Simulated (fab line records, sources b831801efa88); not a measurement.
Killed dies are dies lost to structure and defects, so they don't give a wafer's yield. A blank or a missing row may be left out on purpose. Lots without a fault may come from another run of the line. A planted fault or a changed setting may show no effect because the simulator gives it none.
Chamber matching | flow sky130 | SKY_CONTACT_HDPCVD_02 on hdpcvd-01: 3 sister chambers
The step deposits SiO2, target thk 565 nm, time 94.2 s. 3 wafers are shown with their chamber, then 8 later ones without.

WAFERS WITH THEIR CHAMBER
wafer  | chamber | pressure_mtorr (mTorr)
L183.4 | 2       | 6.006
L183.5 | 0       | 6.003
L193.2 | 1       | 5.998

WAFERS WITHOUT THEIR CHAMBER
wafer  | pressure_mtorr (mTorr)
L193.3 | 6.030
L193.4 | 6.009
L197.1 | 5.985
L197.3 | 6.019
L197.4 | 6.002
L198.2 | 6.017
L198.3 | 6.015
L198.4 | 6.019

WHICH CHAMBER EACH WENT THROUGH
wafer  | from the rows above          | in truth
L193.3 | can't be placed: 2 or 0 or 1 | 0
L193.4 | can't be placed: 2 or 0 or 1 | 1
L197.1 | can't be placed: 1 or 0 or 2 | 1
L197.3 | can't be placed: 2 or 0 or 1 | 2
L197.4 | can't be placed: 0 or 1 or 2 | 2
L198.2 | can't be placed: 2 or 0 or 1 | 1
L198.3 | can't be placed: 2 or 0 or 1 | 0
L198.4 | can't be placed: 2 or 0 or 1 | 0
Placed correctly: 0 of 8. Can't be placed from these rows: 8 (the true chamber is among the candidates in 8). Placed wrongly: 0.
How it was worked out, from the rows above alone: a wafer's distance from a chamber is the root of the sum, over the readings, of the square of ((its reading less the chamber's mean) divided by the reading's scatter). The wafer belongs to the nearest chamber; if the next one is less than 2 further off, it can't be placed. A chamber's mean is the mean of its shown wafers. The scatter: with one shown wafer a chamber, the root of the mean of the squares of how far each hidden wafer lies from its nearest shown one.
